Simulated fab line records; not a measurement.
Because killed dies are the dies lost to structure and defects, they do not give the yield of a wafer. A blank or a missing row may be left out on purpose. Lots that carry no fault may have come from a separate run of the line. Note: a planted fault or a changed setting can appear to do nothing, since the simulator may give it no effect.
A struck lot beside a sound one -- flow sfq_line -- 29 out of 325 route steps
Sound: these wafers, L492.1, L492.2, L492.4. The struck wafers were L498.1, L498.2, L498.5. Last of all comes the cause.
Each step with rows lists, per side, the tool, then ch with its chambers, then its first start. Under that, the readings that differ: sound wafers -- struck wafers -- difference of the means -- sigmas: that difference in standard deviations of wafers without a fault.
alike: words and numbers the same on both sides, and readings whose means are apart by under 2 such deviations; not compared: readings that were withheld, readings missing a value for some wafer, numbers with overlapping values and no deviation given by the record, and bounds like >300 which may hide the same value.
Wherever a step has rows on one side only, a row that says differs or no value, or a row with sigmas, the two part there. Non-overlapping numbers with no deviation appear without sigmas and do not part them. A reading that every wafer of one side lacks parts them only if that side has two wafers or more.

first, 2 steps without rows for these wafers: SFQ_TRILAYER_I2_VIA_STRIP_SOLV_CLEAN_072 (cleans in NMP, time 600 s); SFQ_TRILAYER_M3_DEP_PRE_CLEAN_074 (time 22.5 s).
SFQ_TRILAYER_M3_DEP_SPUTTER_073: material Nb, target thk 200 nm, time 133.3 s.
  sound on pvd_sputter-03, day 23 02:14; struck on pvd_sputter-04, day 26 19:58
  alike: chamber_pressure_pa, throttle_valve_pct
SFQ_M3_RS_MEAS_919: the measuring method here is four-point-probe.
  sound on film_metro-01, day 23 02:19; struck on film_metro-01, day 26 20:03
  alike: M3_NB_RS
then, 6 steps without rows for these wafers: SFQ_TRILAYER_M3_LITHO_COAT_080 (resist thk 62 nm); SFQ_TRILAYER_M3_LITHO_COAT_075 (resist thk 600 nm); SFQ_TRILAYER_M3_LITHO_SOFTBAKE_079; SFQ_TRILAYER_M3_LITHO_EXPOSE_076 (exposes mask M3, target cd 500 nm); SFQ_TRILAYER_M3_LITHO_PEB_078 (peb time 60 s); SFQ_TRILAYER_M3_LITHO_DEVELOP_077 (time 60 s).
-- the record jumps here: 6 days lie between the struck wafers' starts before and after --
SFQ_M3_OVL_MEAS_921:
  sound on overlay-02, day 27 14:08; struck on overlay-02, day 32 17:27
  alike: M3_OVL
SFQ_TRILAYER_M3_BARC_OPEN_METAL_ETCH_100: etches BARC in O2, target depth 125 nm, time 41.7 s.
  sound on rie_metal-01 ch 0,1, day 27 14:10; struck on rie_metal-04 ch 0,1, day 32 17:29
  no value came back on the struck wafers for any of 5 readings (bias_w (W), chamber_pressure_mTorr (mTorr) and others); on the sound wafers bias_w (W) reads 80.17 80.12 80.10
reading,sound,struck,difference,sigmas
model.KrF_of_TRILAYER_M3_LITHO_COAT_075.thk_nm (nm),523.9 524.7 525.7,575.6 575.9 573.3,+50.2,
  not compared: rf_hours_counter_h
SFQ_TRILAYER_M3_ETCH_METAL_ETCH_078: etches Nb in Cl2/Ar, stops on SiO2, target depth 240 nm, time 120 s.
  sound on rie_metal-01 ch 0,1, day 27 14:13; struck on rie_metal-04 ch 0,1, day 32 17:33
reading,sound,struck,difference,sigmas
he_backside_leak_sccm (sccm),3.72 3.52 3.57,3.11 3.50 2.94,-0.42,-2
oes_product_au (a.u.),0.903 0.888 0.887,0.374 0.380 0.368,-0.519,-71
model.KrF_of_TRILAYER_M3_LITHO_COAT_075.thk_nm (nm),381.7 382.2 383.8,431.8 435.2 429,+49.4,
  alike: bias_w, chamber_pressure_mTorr, drypump_motor_current_A
  not compared: rf_hours_counter_h
SFQ_TRILAYER_M3_STRIP_STRIP_079: strips in O2.
  sound on rie_metal-01 ch 0,1, day 27 14:21; struck on rie_metal-04 ch 0,1, day 32 17:40
  alike: drypump_motor_current_A, he_backside_leak_sccm, oes_product_au
  not compared: rf_hours_counter_h
then, 3 steps without rows for these wafers: SFQ_TRILAYER_M3_STRIP_SOLV_CLEAN_080 (cleans in NMP, time 600 s); SFQ_TRILAYER_I3_DEP_PECVD_081 (deposits SiO2 from SiH4/N2O, time 111.11 s, target thk 500 nm); SFQ_TRILAYER_I3_CMP_CMP_082 (polishes SiO2).
SFQ_I3_BOW_MEAS_922:
  sound on film_metro-03, day 28 00:37; struck on film_metro-01, day 33 12:59
  alike: I3_BOW
SFQ_TRILAYER_I3_METRO_MEASURE_083:
  sound on film_metro-03, day 28 00:44; struck on film_metro-01, day 33 13:06
  alike: thk_nm
then, 3 steps without rows for these wafers: SFQ_TRILAYER_I3_VIA_LITHO_COAT_090 (resist thk 62 nm); SFQ_TRILAYER_I3_VIA_LITHO_COAT_085 (resist thk 650 nm); SFQ_TRILAYER_I3_VIA_LITHO_SOFTBAKE_089.
-- the record jumps here: 6 days lie between the struck wafers' starts before and after --
SFQ_TRILAYER_I3_VIA_LITHO_EXPOSE_086: exposes mask I3, target cd 500 nm.
  sound on krf_scanner-02 ch 0; struck on krf_scanner-02, day 39 13:40
  no value came back on the struck wafers for exposure_dose_mJ_cm2, focus_offset_nm (nm); on the sound wafers exposure_dose_mJ_cm2 reads 21.287 21.290 21.300
  alike: mask
then, 2 steps without rows for these wafers: SFQ_TRILAYER_I3_VIA_LITHO_PEB_088 (peb time 60 s); SFQ_TRILAYER_I3_VIA_LITHO_DEVELOP_087 (time 60 s).
SFQ_I3_OVL_MEAS_923:
  sound on overlay-02, day 34 06:47; struck on overlay-02, day 39 15:10
reading,sound,struck,difference,sigmas
I3_OVL (nm),3 -5 -6,- - -,no value on the struck wafers,
SFQ_TRILAYER_I3_VIA_BARC_OPEN_VIA_ETCH_121: etches BARC in O2, target depth 125 nm, time 41.7 s.
  sound on rie_diel-04 ch 0,1,2, day 34 06:49; struck on rie_diel-04 ch 0,1,3, day 39 15:12
  alike: bias_w, chamber_pressure_mTorr, drypump_motor_current_A, oes_product_au
  not compared: rf_hours_counter_h
SFQ_TRILAYER_I3_VIA_ETCH_VIA_ETCH_088: etches SiO2 in CHF3, stops on Nb, target depth 260 nm.
  sound on rie_diel-04 ch 0,1,2, day 34 06:51; struck on rie_diel-04 ch 0,1,3, day 39 15:14
reading,sound,struck,difference,sigmas
oes_product_au (a.u.),0.861 0.848 0.861,0.377 0.376 0.372,-0.482,-83
model.I3.cd_nm (nm),501.8 500 500,- - -,no value on the struck wafers,
  alike: bias_w, chamber_pressure_mTorr, drypump_motor_current_A
SFQ_TRILAYER_I3_VIA_STRIP_STRIP_089: strips in O2.
  sound on rie_metal-01 ch 0,1, day 34 06:58; struck on rie_metal-04 ch 0,1, day 39 15:21
  alike: drypump_motor_current_A, he_backside_leak_sccm, oes_product_au
  not compared: rf_hours_counter_h

## WHERE THEY PART
At SFQ_TRILAYER_M3_BARC_OPEN_METAL_ETCH_100 first; at SFQ_TRILAYER_I3_VIA_ETCH_VIA_ETCH_088 last (within this record only). Later steps at which nothing parts them and some readings are alike: SFQ_TRILAYER_I3_VIA_STRIP_STRIP_089.

WHY: what had been put in by the simulator
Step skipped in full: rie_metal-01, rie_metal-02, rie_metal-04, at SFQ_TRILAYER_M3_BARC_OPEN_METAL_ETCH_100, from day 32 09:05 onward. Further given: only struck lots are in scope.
